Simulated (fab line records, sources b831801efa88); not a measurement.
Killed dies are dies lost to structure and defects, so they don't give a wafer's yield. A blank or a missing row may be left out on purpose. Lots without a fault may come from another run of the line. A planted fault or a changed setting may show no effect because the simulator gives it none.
fab line records | flow gf180mcu
record lots=5 wafers=15 last_day=34
route steps=602 shown NWELL@44 LVPWELL@54 MVSD@66 MVPSD@78
lots that met no fault: from a run of the same line without faults
start_h: hours from the record's first day to the start of the lot's first wafer shown | wait_h: hours since the lot's step before | " the same as in the row above | L1.1+2: a row that stands for several wafers | - no value, or no start given | * or withheld: withheld | < > ~ a bound
route shown NAME@n: a module of which the file shows steps, and the number in the route of the first | usual: mean/standard deviation of fault-free wafers | same: alike in all rows | chamber/n: place in a boat | sites: the reading at each site | _std_site: their standard deviation | _edge_site: outer sites' mean less inner sites' | radius_mm: how far each site lies from the wafer's centre | mask NAME#n: copy n | behind: the tool/chamber that last shaped the wafer | hold: why the lot was held/for how many hours/how that ended | device: the transistor (n, p or np) that didn't switch | end of line: the same wafers' tests at the end of the route | a step without rows: its recipe alone | killed: dies lost to structure and defects at the first sort, not the wafer's yield | map: a wafer's dies, x killed, . not, _ none there
set.NAME: the setting as run; set.NAME@STEP: as run at that earlier step | model.NAME: the simulator's own value behind a step, which no gauge read
lots at some steps of the route; a table a step, a row a wafer
services: from which hour (start_h, from the record's first day; less than 0 if before it) a tool's chamber was out of use, for how many hours, and why
## steps
# step GF_NWELL_COAT_02
# recipe spin_rpm=2000 resist_thk_nm=3000
# usual dispense_pressure_kPa=50/5.9
# columns lot.wafer tool chamber start_h wait_h dispense_pressure_kPa
L075.1 litho_track-04 0 54.22 0.1 43
L075.2 " 0 " " 43
L075.5 " 0 " " 43
L080.1 litho_track-01 0 80.51 0.1 56
L080.2 " 0 " " 56
L080.6 " 0 " " 56
L084.2 litho_track-04 0 103.70 0.1 43
L084.3 " 0 " " 43
L084.4 " 0 " " 43
L085.1 litho_track-01 0 107.06 0.1 56
L085.3 " 0 " " 55
L085.6 " 0 " " 55
L097.1 litho_track-02 0 171.89 0.1 53
L097.5 " 0 " " 53
L097.6 " 0 " " 53
# step GF_NWELL_SOFTBAKE_03
# recipe temp_c=110 time_s=withheld
# columns lot.wafer tool chamber start_h wait_h
L075.1+2+5 litho_track-04 0 54.37 0.1
L080.1+2+6 litho_track-01 0 80.66 0.1
L084.2+3+4 litho_track-04 0 103.86 0.1
L085.1+3+6 litho_track-01 0 107.21 0.1
L097.1+5+6 litho_track-02 0 172.04 0.1
# step GF_NWELL_EXPOSE_04
# recipe mask_id=Nwell target_cd_nm=860 na=0.6 source_shape=conventional sigma_outer=0.6 dose_mj=260
# usual stage_vel_mm_s=499.95/0.25
# columns lot.wafer tool chamber start_h wait_h mask stage_vel_mm_s
L075.1 iline_stepper-02 0 - - Nwell#0 499.88
L075.2 " 0 " " Nwell#0 499.71
L075.5 " 0 " " Nwell#0 499.94
L080.1 iline_stepper-02 0 - - Nwell#0 499.77
L080.2 " 0 " " Nwell#0 499.63
L080.6 " 0 " " Nwell#0 499.44
L084.2 iline_stepper-02 0 - - Nwell#0 500.37
L084.3 " 0 " " Nwell#0 500.24
L084.4 " 0 " " Nwell#0 500.47
L085.1 iline_stepper-01 0 - - Nwell#0 500.00
L085.3 " 0 " " Nwell#0 499.72
L085.6 " 0 " " Nwell#0 499.85
L097.1 iline_stepper-02 0 - - Nwell#0 499.82
L097.5 " 0 " " Nwell#0 499.50
L097.6 " 0 " " Nwell#0 499.71
# step GF_NWELL_PEB_05
# recipe temp_c=115 time_s=withheld
# columns lot.wafer tool chamber start_h wait_h
L075.1+2+5 litho_track-02 0 - -
L080.1+2+6 litho_track-04 0 - -
L084.2+3+4 litho_track-04 0 - -
L085.1+3+6 litho_track-04 0 - -
L097.1+5+6 litho_track-04 0 - -
# step GF_NWELL_DEVELOP_06
# recipe wall_angle_deg=90 develop_time_s=60 dev_temp_c=23
# columns lot.wafer tool chamber start_h wait_h
L075.1+2+5 litho_track-02 0 - -
L080.1+2+6 litho_track-04 0 - -
L084.2+3+4 litho_track-04 0 - -
L085.1+3+6 litho_track-04 0 - -
L097.1+5+6 litho_track-04 0 - -
# step GF_NWELL_OVL_MEAS_07
# usual NWELL_OVL=0.0/1.8
# columns lot.wafer tool chamber start_h wait_h NWELL_OVL[nm]
L075.1 overlay-02 - 61.29 - 1.4
L075.2 " - " " -1.4
L075.5 " - " " -1.1
L080.1 overlay-02 - 87.42 - -1.0
L080.2 " - " " 0.5
L080.6 " - " " -0.3
L084.2 overlay-02 - 110.93 - 2.5
L084.3 " - " " 1.9
L084.4 " - " " 1.1
L085.1 overlay-02 - 114.77 - -0.3
L085.3 " - " " -2.0
L085.6 " - " " -3.0
L097.1 overlay-02 - 180.07 - -0.9
L097.5 " - " " -1.8
L097.6 " - " " -0.3
# step GF_NWELL_IMPLANT_08
# recipe species=P energy_kev=450 dose_cm2=1.5e+13 tilt_deg=0
# usual beam_energy_keV=449.97/0.14
# columns lot.wafer tool chamber start_h wait_h beam_energy_keV
L075.1 implanter-04 0 61.33 0.0 449.83
L075.2 " 0 " " 450.05
L075.5 " 0 " " 450.00
L080.1 implanter-03 0 87.46 0.0 450.00
L080.2 " 0 " " 449.76
L080.6 " 0 " " 449.81
L084.2 implanter-03 0 110.99 0.0 449.85
L084.3 " 0 " " 450.14
L084.4 " 0 " " 450.12
L085.1 implanter-03 0 114.81 0.0 449.94
L085.3 " 0 " " 449.97
L085.6 " 0 " " 450.15
L097.1 implanter-03 0 180.11 0.0 450.12
L097.5 " 0 " " 450.08
L097.6 " 0 " " 449.86
# step GF_NWELL_IMPLANT_09
# recipe species=P energy_kev=160 dose_cm2=4e+12 tilt_deg=0
# usual beam_energy_keV=159.98/0.043
# columns lot.wafer tool chamber start_h wait_h beam_energy_keV
L075.1 implanter-04 0 61.48 0.1 159.94
L075.2 " 0 " " 159.97
L075.5 " 0 " " 159.91
L080.1 implanter-03 0 87.61 0.1 159.98
L080.2 " 0 " " 160.04
L080.6 " 0 " " 160.00
L084.2 implanter-03 0 111.14 0.1 159.93
L084.3 " 0 " " 159.94
L084.4 " 0 " " 159.97
L085.1 implanter-03 0 114.96 0.1 159.95
L085.3 " 0 " " 159.98
L085.6 " 0 " " 160.02
L097.1 implanter-03 0 180.26 0.1 159.97
L097.5 " 0 " " 159.97
L097.6 " 0 " " 159.92
# step GF_NWELL_STRIP_10
# recipe chemistry=O2/N2 power_w=1400 pressure_mtorr=1500 platen_temp_c=250 o2_flow_sccm=3000 n2_flow_sccm=300 overash_fraction=0.5
# usual drypump_motor_current_A=6.08/0.23 heater_power_w=342/23 oes_product_au=0.722/0.0045 strip_time_to_endpoint_s=36.92/0.1
# columns lot.wafer tool chamber start_h wait_h drypump_motor_current_A heater_power_w oes_product_au rf_hours_counter_h strip_time_to_endpoint_s
L075.1 plasma_asher-03 1 61.63 0.1 6.32 386 0.722 41 36.77
L075.2 " 0 " " 5.74 325 0.716 41 36.81
L075.5 " 0 " " 5.73 332 0.728 - 36.84
L080.1 plasma_asher-04 0 87.76 0.1 5.83 340 0.731 44 36.77
L080.2 " 1 " " 6.21 311 0.727 44 36.87
L080.6 " 0 " " 5.84 354 0.718 - 36.87
L084.2 plasma_asher-04 1 111.26 0.1 6.23 317 0.717 47 36.93
L084.3 " 0 " " 5.84 346 0.719 - 36.86
L084.4 " 1 " " 6.24 311 0.723 - 36.97
L085.1 plasma_asher-04 0 115.11 0.1 5.83 344 0.726 47 37.05
L085.3 " 0 " " 5.83 350 0.720 - 36.99
L085.6 " 1 " " 6.20 317 0.733 - 36.80
L097.1 plasma_asher-02 1 180.41 0.1 6.11 324 0.725 38 36.98
L097.5 " 1 " " 6.09 327 0.724 - 37.03
L097.6 " 0 " " 6.26 329 0.725 - 37.03
# step GF_NWELL_TW_MEAS_11
# usual NWELL_TW=1567/9.6
# columns lot.wafer tool chamber start_h wait_h NWELL_TW
L075.1 film_metro-01 - 61.73 0.1 1575
L075.2 " - " " 1574
L075.5 " - " " 1577
L080.1 film_metro-01 - 87.86 0.1 1569
L080.2 " - " " 1570
L080.6 " - " " 1572
L084.2 film_metro-03 - 111.37 0.1 1578
L084.3 " - " " 1574
L084.4 " - " " 1575
L085.1 film_metro-04 - 115.21 0.1 1557
L085.3 " - " " 1553
L085.6 " - " " 1564
L097.1 film_metro-04 - 180.51 0.1 1556
L097.5 " - " " 1561
L097.6 " - " " 1549
# step GF_LVPWELL_DEHYDRATE_00
# recipe temp_c=200 time_s=60
# columns lot.wafer tool chamber start_h wait_h
L075.1+2+5 litho_track-02 0 67.64 5.9
L080.1+2+6 litho_track-02 0 94.29 6.4
L084.2+3+4 litho_track-02 0 117.51 6.1
L085.1+3+6 litho_track-03 0 121.65 6.4
L097.1+5+6 litho_track-03 0 188.45 7.9
# step GF_LVPWELL_HMDS_01
# recipe prime_time_s=60 prime_temp_c=120
# columns lot.wafer tool chamber start_h wait_h
L075.1+2+5 litho_track-02 0 67.79 0.1
L080.1+2+6 litho_track-02 0 94.44 0.1
L084.2+3+4 litho_track-02 0 117.66 0.1
L085.1+3+6 litho_track-03 0 121.80 0.1
L097.1+5+6 litho_track-03 0 188.60 0.1
# step GF_LVPWELL_COAT_02
# recipe spin_rpm=2000 resist_thk_nm=3000
# usual dispense_pressure_kPa=48/4.7
# columns lot.wafer tool chamber start_h wait_h dispense_pressure_kPa
L075.1 litho_track-02 0 67.94 0.1 53
L075.2 " 0 " " 53
L075.5 " 0 " " 53
L080.1 litho_track-02 0 94.59 0.1 53
L080.2 " 0 " " 53
L080.6 " 0 " " 53
L084.2 litho_track-02 0 117.81 0.1 53
L084.3 " 0 " " 53
L084.4 " 0 " " 53
L085.1 litho_track-03 0 121.95 0.1 45
L085.3 " 0 " " 45
L085.6 " 0 " " 45
L097.1 litho_track-03 0 188.75 0.1 45
L097.5 " 0 " " 45
L097.6 " 0 " " 45
# step GF_LVPWELL_SOFTBAKE_03
# recipe temp_c=110 time_s=withheld
# columns lot.wafer tool chamber start_h wait_h
L075.1+2+5 litho_track-02 0 68.09 0.1
L080.1+2+6 litho_track-02 0 94.74 0.1
L084.2+3+4 litho_track-02 0 117.97 0.1
L085.1+3+6 litho_track-03 0 122.10 0.1
L097.1+5+6 litho_track-03 0 188.90 0.1
# step GF_LVPWELL_EXPOSE_04
# recipe mask_id=LVPWELL target_cd_nm=600 na=0.6 source_shape=conventional sigma_outer=0.6 dose_mj=260
# usual stage_vel_mm_s=500.00/0.23
# columns lot.wafer tool chamber start_h wait_h mask stage_vel_mm_s
L075.1 iline_stepper-01 0 - - LVPWELL#0 499.92
L075.2 " 0 " " LVPWELL#0 500.18
L075.5 " 0 " " LVPWELL#0 500.15
L080.1 iline_stepper-01 0 - - LVPWELL#0 500.02
L080.2 " 0 " " LVPWELL#0 500.17
L080.6 " 0 " " LVPWELL#0 499.99
L084.2 iline_stepper-02 0 - - LVPWELL#0 500.30
L084.3 " 0 " " LVPWELL#0 500.45
L084.4 " 0 " " LVPWELL#0 500.20
L085.1 iline_stepper-01 0 - - LVPWELL#0 500.46
L085.3 " 0 " " LVPWELL#0 500.30
L085.6 " 0 " " LVPWELL#0 499.95
L097.1 iline_stepper-02 0 - - LVPWELL#0 500.36
L097.5 " 0 " " LVPWELL#0 500.19
L097.6 " 0 " " LVPWELL#0 500.12
# step GF_LVPWELL_PEB_05
# recipe temp_c=115 time_s=withheld
# columns lot.wafer tool chamber start_h wait_h
L075.1+2+5 litho_track-02 0 - -
L080.1+2+6 litho_track-02 0 - -
L084.2+3+4 litho_track-03 0 - -
L085.1+3+6 litho_track-02 0 - -
L097.1+5+6 litho_track-04 0 - -
# step GF_LVPWELL_DEVELOP_06
# recipe wall_angle_deg=90 develop_time_s=60 dev_temp_c=23
# columns lot.wafer tool chamber start_h wait_h
L075.1+2+5 litho_track-02 0 - -
L080.1+2+6 litho_track-02 0 - -
L084.2+3+4 litho_track-03 0 - -
L085.1+3+6 litho_track-02 0 - -
L097.1+5+6 litho_track-04 0 - -
# step GF_LVPWELL_OVL_MEAS_07
# usual LVPWELL_OVL=-0.6/1.4
# columns lot.wafer tool chamber start_h wait_h LVPWELL_OVL[nm]
L075.1 overlay-01 - 75.04 - 0.5
L075.2 " - " " 1.0
L075.5 " - " " -0.6
L080.1 overlay-02 - 101.84 - -3.3
L080.2 " - " " -0.7
L080.6 " - " " -1.1
L084.2 overlay-01 - 125.16 - -1.1
L084.3 " - " " 0.4
L084.4 " - " " -1.6
L085.1 overlay-01 - 130.09 - 0.1
L085.3 " - " " -0.1
L085.6 " - " " 1.1
L097.1 overlay-02 - 198.02 - -0.2
L097.5 " - " " -0.5
L097.6 " - " " 0.0
# step GF_LVPWELL_IMPLANT_08
# recipe species=B energy_kev=170 dose_cm2=1.5e+13 tilt_deg=0
# usual beam_energy_keV=170.00/0.055
# columns lot.wafer tool chamber start_h wait_h beam_energy_keV
L075.1 implanter-01 0 75.07 0.0 170.09
L075.2 " 0 " " 169.99
L075.5 " 0 " " 169.99
L080.1 implanter-02 0 101.87 0.0 170.08
L080.2 " 0 " " 170.00
L080.6 " 0 " " 170.08
L084.2 implanter-02 0 125.21 0.0 169.96
L084.3 " 0 " " 170.07
L084.4 " 0 " " 169.95
L085.1 implanter-02 0 130.12 0.0 169.96
L085.3 " 0 " " 170.09
L085.6 " 0 " " 169.98
L097.1 implanter-01 0 198.06 0.0 169.94
L097.5 " 0 " " 170.05
L097.6 " 0 " " 169.89
# step GF_LVPWELL_IMPLANT_09
# recipe species=B energy_kev=60 dose_cm2=5e+12 tilt_deg=0
# usual beam_energy_keV=59.998/0.019
# columns lot.wafer tool chamber start_h wait_h beam_energy_keV
L075.1 implanter-01 0 75.22 0.1 60.026
L075.2 " 0 " " 59.996
L075.5 " 0 " " 60.035
L080.1 implanter-02 0 102.02 0.1 60.000
L080.2 " 0 " " 60.006
L080.6 " 0 " " 59.997
L084.2 implanter-02 0 125.36 0.1 60.009
L084.3 " 0 " " 59.981
L084.4 " 0 " " 59.991
L085.1 implanter-02 0 130.27 0.1 60.002
L085.3 " 0 " " 59.987
L085.6 " 0 " " 59.976
L097.1 implanter-01 0 198.21 0.1 59.995
L097.5 " 0 " " 59.977
L097.6 " 0 " " 59.998
# step GF_LVPWELL_STRIP_10
# recipe chemistry=O2/N2 power_w=1400 pressure_mtorr=1500 platen_temp_c=250 o2_flow_sccm=3000 n2_flow_sccm=300 overash_fraction=0.5
# usual drypump_motor_current_A=6.0/0.3 heater_power_w=344/26 oes_product_au=0.722/0.0044 strip_time_to_endpoint_s=36.92/0.089
# columns lot.wafer tool chamber start_h wait_h drypump_motor_current_A heater_power_w oes_product_au rf_hours_counter_h strip_time_to_endpoint_s
L075.1 plasma_asher-02 0 75.37 0.1 6.3 345 0.719 27 36.94
L075.2 " 1 " " 6.2 329 0.721 27 36.84
L075.5 " 1 " " 6.2 326 0.720 - 36.96
L080.1 plasma_asher-02 1 102.17 0.1 6.1 317 0.737 30 37.03
L080.2 " 0 " " 6.2 338 0.727 30 36.99
L080.6 " 1 " " 6.2 331 0.723 - 36.98
L084.2 plasma_asher-03 1 125.49 0.1 6.4 377 0.722 1 36.92
L084.3 " 0 " " 5.8 329 0.718 - 37.01
L084.4 " 1 " " 6.4 384 0.717 - 36.95
L085.1 plasma_asher-03 0 130.42 0.1 5.7 343 0.716 1 37.02
L085.3 " 1 " " 6.3 371 0.717 - 37.05
L085.6 " 1 " " 6.3 374 0.728 - 37.00
L097.1 plasma_asher-02 0 198.36 0.1 6.2 334 0.724 40 36.70
L097.5 " 0 " " 6.3 332 0.717 - 36.84
L097.6 " 1 " " 6.1 322 0.720 - 36.64
# step GF_LVPWELL_TW_MEAS_11
# usual LVPWELL_TW=556/3.7
# columns lot.wafer tool chamber start_h wait_h LVPWELL_TW
L075.1 film_metro-03 - 75.47 0.1 557
L075.2 " - " " 558
L075.5 " - " " 558
L080.1 film_metro-03 - 102.27 0.1 560
L080.2 " - " " 559
L080.6 " - " " 559
L084.2 film_metro-04 - 125.60 0.1 554
L084.3 " - " " 556
L084.4 " - " " 557
L085.1 film_metro-01 - 130.52 0.1 555
L085.3 " - " " 558
L085.6 " - " " 560
L097.1 film_metro-04 - 198.46 0.1 554
L097.5 " - " " 555
L097.6 " - " " 552
# step GF_MVSD_DEHYDRATE_00
# recipe temp_c=200 time_s=60
# columns lot.wafer tool chamber start_h wait_h
L075.1+2+5 litho_track-02 0 81.49 6.0
L080.1+2+6 litho_track-01 0 109.11 6.8
L084.2+3+4 litho_track-02 0 132.81 7.2
L085.1+3+6 litho_track-03 0 137.70 7.2
L097.1+5+6 litho_track-03 0 206.15 7.7
# step GF_MVSD_HMDS_01
# recipe prime_time_s=60 prime_temp_c=120
# columns lot.wafer tool chamber start_h wait_h
L075.1+2+5 litho_track-02 0 81.64 0.1
L080.1+2+6 litho_track-01 0 109.26 0.1
L084.2+3+4 litho_track-02 0 132.96 0.1
L085.1+3+6 litho_track-03 0 137.85 0.1
L097.1+5+6 litho_track-03 0 206.30 0.1
# step GF_MVSD_COAT_02
# recipe spin_rpm=2000 resist_thk_nm=3000
# usual dispense_pressure_kPa=51/4.2
# columns lot.wafer tool chamber start_h wait_h dispense_pressure_kPa
L075.1 litho_track-02 0 81.79 0.1 53
L075.2 " 0 " " 53
L075.5 " 0 " " 53
L080.1 litho_track-01 0 109.41 0.1 55
L080.2 " 0 " " 55
L080.6 " 0 " " 56
L084.2 litho_track-02 0 133.11 0.1 53
L084.3 " 0 " " 53
L084.4 " 0 " " 53
L085.1 litho_track-03 0 138.00 0.1 45
L085.3 " 0 " " 45
L085.6 " 0 " " 45
L097.1 litho_track-03 0 206.45 0.1 45
L097.5 " 0 " " 45
L097.6 " 0 " " 45
# step GF_MVSD_SOFTBAKE_03
# recipe temp_c=110 time_s=withheld
# columns lot.wafer tool chamber start_h wait_h
L075.1+2+5 litho_track-02 0 81.94 0.1
L080.1+2+6 litho_track-01 0 109.56 0.1
L084.2+3+4 litho_track-02 0 133.27 0.1
L085.1+3+6 litho_track-03 0 138.15 0.1
L097.1+5+6 litho_track-03 0 206.60 0.1
# step GF_MVSD_EXPOSE_04
# recipe mask_id=MVSD target_cd_nm=1000 na=0.6 source_shape=conventional sigma_outer=0.6 dose_mj=260
# usual stage_vel_mm_s=500.00/0.24
# columns lot.wafer tool chamber start_h wait_h mask stage_vel_mm_s
L075.1 iline_stepper-01 0 - - MVSD#0 499.93
L075.2 " 0 " " MVSD#0 499.63
L075.5 " 0 " " MVSD#0 500.08
L080.1 iline_stepper-01 0 - - MVSD#0 500.03
L080.2 " 0 " " MVSD#0 500.13
L080.6 " 0 " " MVSD#0 499.92
L084.2 iline_stepper-01 0 - - MVSD#0 500.38
L084.3 " 0 " " MVSD#0 499.82
L084.4 " 0 " " MVSD#0 500.01
L085.1 iline_stepper-02 0 - - MVSD#0 500.03
L085.3 " 0 " " MVSD#0 499.32
L085.6 " 0 " " MVSD#0 499.56
L097.1 iline_stepper-02 0 - - MVSD#0 499.92
L097.5 " 0 " " MVSD#0 499.77
L097.6 " 0 " " MVSD#0 500.18
# step GF_MVSD_PEB_05
# recipe temp_c=115 time_s=withheld
# columns lot.wafer tool chamber start_h wait_h
L075.1+2+5 litho_track-02 0 - -
L080.1+2+6 litho_track-02 0 - -
L084.2+3+4 litho_track-02 0 - -
L085.1+3+6 litho_track-03 0 - -
L097.1+5+6 litho_track-01 0 - -
# step GF_MVSD_DEVELOP_06
# recipe wall_angle_deg=90 develop_time_s=60 dev_temp_c=23
# columns lot.wafer tool chamber start_h wait_h
L075.1+2+5 litho_track-02 0 - -
L080.1+2+6 litho_track-02 0 - -
L084.2+3+4 litho_track-02 0 - -
L085.1+3+6 litho_track-03 0 - -
L097.1+5+6 litho_track-01 0 - -
# step GF_MVSD_OVL_MEAS_07
# usual MVSD_OVL=0.5/1.3
# columns lot.wafer tool chamber start_h wait_h MVSD_OVL[nm]
L075.1 overlay-01 - 88.84 - 0.6
L075.2 " - " " 2.1
L075.5 " - " " -0.3
L080.1 overlay-01 - 116.59 - 1.8
L080.2 " - " " 1.1
L080.6 " - " " 0.5
L084.2 overlay-02 - 140.74 - -0.9
L084.3 " - " " -0.3
L084.4 " - " " 0.3
L085.1 overlay-01 - 145.65 - 2.6
L085.3 " - " " 0.7
L085.6 " - " " 1.7
L097.1 overlay-02 - 215.56 - 2.2
L097.5 " - " " 0.3
L097.6 " - " " 0.3
# step GF_MVSD_IMPLANT_08
# recipe species=P energy_kev=400 dose_cm2=1.6e+13 tilt_deg=0
# usual beam_energy_keV=399.96/0.11
# columns lot.wafer tool chamber start_h wait_h beam_energy_keV
L075.1 implanter-01 0 88.87 0.0 400.14
L075.2 " 0 " " 399.85
L075.5 " 0 " " 399.99
L080.1 implanter-04 0 116.62 0.0 400.09
L080.2 " 0 " " 400.03
L080.6 " 0 " " 400.01
L084.2 implanter-03 0 140.80 0.0 400.09
L084.3 " 0 " " 400.03
L084.4 " 0 " " 400.09
L085.1 implanter-04 0 145.69 0.0 399.96
L085.3 " 0 " " 399.93
L085.6 " 0 " " 399.89
L097.1 implanter-04 0 215.59 0.0 399.90
L097.5 " 0 " " 399.89
L097.6 " 0 " " 399.91
# step GF_MVSD_IMPLANT_09
# recipe species=P energy_kev=100 dose_cm2=5e+12 tilt_deg=0
# usual beam_energy_keV=100.00/0.034
# columns lot.wafer tool chamber start_h wait_h beam_energy_keV
L075.1 implanter-01 0 89.02 0.1 99.99
L075.2 " 0 " " 100.01
L075.5 " 0 " " 100.02
L080.1 implanter-04 0 116.77 0.1 99.96
L080.2 " 0 " " 99.99
L080.6 " 0 " " 99.98
L084.2 implanter-03 0 140.95 0.1 100.00
L084.3 " 0 " " 99.98
L084.4 " 0 " " 99.99
L085.1 implanter-04 0 145.84 0.1 100.00
L085.3 " 0 " " 100.03
L085.6 " 0 " " 100.00
L097.1 implanter-04 0 215.74 0.1 100.04
L097.5 " 0 " " 100.02
L097.6 " 0 " " 100.01
# step GF_MVSD_STRIP_10
# recipe chemistry=O2/N2 power_w=1400 pressure_mtorr=1500 platen_temp_c=250 o2_flow_sccm=3000 n2_flow_sccm=300 overash_fraction=0.5
# usual drypump_motor_current_A=5.92/0.3 heater_power_w=332/25 oes_product_au=0.723/0.0047 strip_time_to_endpoint_s=36.94/0.1
# columns lot.wafer tool chamber start_h wait_h drypump_motor_current_A heater_power_w oes_product_au rf_hours_counter_h strip_time_to_endpoint_s
L075.1 plasma_asher-01 0 89.17 0.1 5.82 296 0.719 42 36.84
L075.2 " 1 " " 5.41 372 0.722 42 36.92
L075.5 " 1 " " 5.40 363 0.717 - 36.99
L080.1 plasma_asher-02 0 116.92 0.1 6.26 343 0.730 32 36.98
L080.2 " 1 " " 6.14 329 0.724 32 36.99
L080.6 " 1 " " 6.13 329 0.712 - 36.87
L084.2 plasma_asher-02 1 141.07 0.1 6.12 324 0.727 34 37.00
L084.3 " 1 " " 6.09 325 0.727 - 36.83
L084.4 " 0 " " 6.23 338 0.726 - 36.79
L085.1 plasma_asher-01 0 145.99 0.1 5.83 294 0.733 48 36.90
L085.3 " 1 " " 5.35 364 0.723 - 36.88
L085.6 " 1 " " 5.37 372 0.722 - 36.90
L097.1 plasma_asher-01 1 215.89 0.1 5.39 365 0.720 55 36.97
L097.5 " 1 " " 5.42 356 0.723 - 36.94
L097.6 " 0 " " 5.83 293 0.727 - 36.94
# step GF_MVSD_TW_MEAS_11
# usual MVSD_TW=1571/11
# columns lot.wafer tool chamber start_h wait_h MVSD_TW
L075.1 film_metro-04 - 89.27 0.1 1567
L075.2 " - " " 1565
L075.5 " - " " 1566
L080.1 film_metro-04 - 117.02 0.1 1565
L080.2 " - " " 1561
L080.6 " - " " 1565
L084.2 film_metro-04 - 141.18 0.1 1579
L084.3 " - " " 1568
L084.4 " - " " 1568
L085.1 film_metro-04 - 146.09 0.1 1550
L085.3 " - " " 1550
L085.6 " - " " 1553
L097.1 film_metro-03 - 215.99 0.1 1584
L097.5 " - " " 1586
L097.6 " - " " 1580
# step GF_MVPSD_DEHYDRATE_00
# recipe temp_c=200 time_s=60
# columns lot.wafer tool chamber start_h wait_h
L075.1+2+5 litho_track-04 0 96.32 7.0
L080.1+2+6 litho_track-03 0 123.25 6.2
L084.2+3+4 litho_track-04 0 148.15 7.0
L085.1+3+6 litho_track-01 0 152.96 6.9
L097.1+5+6 litho_track-01 0 224.66 8.7
# step GF_MVPSD_HMDS_01
# recipe prime_time_s=60 prime_temp_c=120
# columns lot.wafer tool chamber start_h wait_h
L075.1+2+5 litho_track-04 0 96.47 0.1
L080.1+2+6 litho_track-03 0 123.40 0.1
L084.2+3+4 litho_track-04 0 148.30 0.1
L085.1+3+6 litho_track-01 0 153.11 0.1
L097.1+5+6 litho_track-01 0 224.81 0.1
# step GF_MVPSD_COAT_02
# recipe spin_rpm=2000 resist_thk_nm=3000
# usual dispense_pressure_kPa=47/5.3
# columns lot.wafer tool chamber start_h wait_h dispense_pressure_kPa
L075.1 litho_track-04 0 96.62 0.1 43
L075.2 " 0 " " 43
L075.5 " 0 " " 43
L080.1 litho_track-03 0 123.55 0.1 45
L080.2 " 0 " " 45
L080.6 " 0 " " 45
L084.2 litho_track-04 0 148.45 0.1 43
L084.3 " 0 " " 43
L084.4 " 0 " " 43
L085.1 litho_track-01 0 153.26 0.1 55
L085.3 " 0 " " 55
L085.6 " 0 " " 55
L097.1 litho_track-01 0 224.96 0.1 55
L097.5 " 0 " " 55
L097.6 " 0 " " 55
# step GF_MVPSD_SOFTBAKE_03
# recipe temp_c=110 time_s=withheld
# columns lot.wafer tool chamber start_h wait_h
L075.1+2+5 litho_track-04 0 96.77 0.1
L080.1+2+6 litho_track-03 0 123.70 0.1
L084.2+3+4 litho_track-04 0 148.61 0.1
L085.1+3+6 litho_track-01 0 153.41 0.1
L097.1+5+6 litho_track-01 0 225.11 0.1
# step GF_MVPSD_EXPOSE_04
# recipe mask_id=MVPSD target_cd_nm=1000 na=0.6 source_shape=conventional sigma_outer=0.6 dose_mj=260
# usual stage_vel_mm_s=500.02/0.22
# columns lot.wafer tool chamber start_h wait_h mask stage_vel_mm_s
L075.1 iline_stepper-02 0 - - MVPSD#0 499.97
L075.2 " 0 " " MVPSD#0 499.85
L075.5 " 0 " " MVPSD#0 500.07
L080.1 iline_stepper-02 0 - - MVPSD#0 500.03
L080.2 " 0 " " MVPSD#0 500.20
L080.6 " 0 " " MVPSD#0 499.95
L084.2 iline_stepper-01 0 - - MVPSD#0 499.59
L084.3 " 0 " " MVPSD#0 499.91
L084.4 " 0 " " MVPSD#0 500.21
L085.1 iline_stepper-02 0 - - MVPSD#0 500.09
L085.3 " 0 " " MVPSD#0 500.27
L085.6 " 0 " " MVPSD#0 500.20
L097.1 iline_stepper-02 0 - - MVPSD#0 499.74
L097.5 " 0 " " MVPSD#0 499.66
L097.6 " 0 " " MVPSD#0 499.67
# step GF_MVPSD_PEB_05
# recipe temp_c=115 time_s=withheld
# columns lot.wafer tool chamber start_h wait_h
L075.1+2+5 litho_track-01 0 - -
L080.1+2+6 litho_track-04 0 - -
L084.2+3+4 litho_track-04 0 - -
L085.1+3+6 litho_track-01 0 - -
L097.1+5+6 litho_track-04 0 - -
# step GF_MVPSD_DEVELOP_06
# recipe wall_angle_deg=90 develop_time_s=60 dev_temp_c=23
# columns lot.wafer tool chamber start_h wait_h
L075.1+2+5 litho_track-01 0 - -
L080.1+2+6 litho_track-04 0 - -
L084.2+3+4 litho_track-04 0 - -
L085.1+3+6 litho_track-01 0 - -
L097.1+5+6 litho_track-04 0 - -
# step GF_MVPSD_OVL_MEAS_07
# usual MVPSD_OVL=-0.7/1.3
# columns lot.wafer tool chamber start_h wait_h MVPSD_OVL[nm]
L075.1 overlay-02 - 104.21 - -0.2
L075.2 " - " " -0.2
L075.5 " - " " -1.4
L080.1 overlay-01 - 131.32 - -1.3
L080.2 " - " " -2.2
L080.6 " - " " 0.7
L084.2 overlay-02 - 156.73 - -1.5
L084.3 " - " " -0.6
L084.4 " - " " -1.2
L085.1 overlay-02 - 161.56 - -0.1
L085.3 " - " " -0.7
L085.6 " - " " 0.9
L097.1 overlay-01 - 234.27 - 0.8
L097.5 " - " " 0.4
L097.6 " - " " 0.5
# step GF_MVPSD_IMPLANT_08
# recipe species=B energy_kev=170 dose_cm2=1.5e+13 tilt_deg=0
# usual beam_energy_keV=170.01/0.052
# columns lot.wafer tool chamber start_h wait_h beam_energy_keV
L075.1 implanter-04 0 104.24 0.0 170.00
L075.2 " 0 " " 170.00
L075.5 " 0 " " 170.01
L080.1 implanter-01 0 131.36 0.0 170.07
L080.2 " 0 " " 169.99
L080.6 " 0 " " 170.00
L084.2 implanter-04 0 156.78 0.0 170.06
L084.3 " 0 " " 170.02
L084.4 " 0 " " 170.06
L085.1 implanter-02 0 161.59 0.0 169.95
L085.3 " 0 " " 169.95
L085.6 " 0 " " 169.96
L097.1 implanter-02 0 234.31 0.0 170.04
L097.5 " 0 " " 170.03
L097.6 " 0 " " 170.03
## services
# columns tool chamber start_h hours kind
implanter-04 - 43.38 1.4 repair
iline_stepper-01 - 50.35 1.7 pm
iline_stepper-01 - 52.28 4.4 pm
implanter-02 - 60.83 1.1 repair
plasma_asher-01 - 68.76 0.7 repair
implanter-02 - 70.41 10.4 repair
implanter-03 - 82.77 3.6 repair
plasma_asher-01 - 92.01 5.3 repair
implanter-01 - 100.18 3.2 pm
implanter-03 - 100.72 3.0 repair
plasma_asher-03 - 108.77 9.0 pm
plasma_asher-03 0 108.77 9.0 vent_cycle
plasma_asher-03 1 108.77 9.0 vent_cycle
iline_stepper-02 0 113.18 - calibration
plasma_asher-03 0 117.77 - clean
implanter-04 - 150.83 2.5 pm
iline_stepper-01 0 154.61 - calibration
plasma_asher-02 - 156.56 6.9 repair
plasma_asher-04 - 175.62 7.5 repair
iline_stepper-02 - 175.65 1.7 pm
implanter-04 - 180.91 4.3 pm
plasma_asher-01 - 189.27 4.0 repair
implanter-02 - 190.01 3.3 pm
implanter-02 - 213.76 4.4 repair
## key
fault none
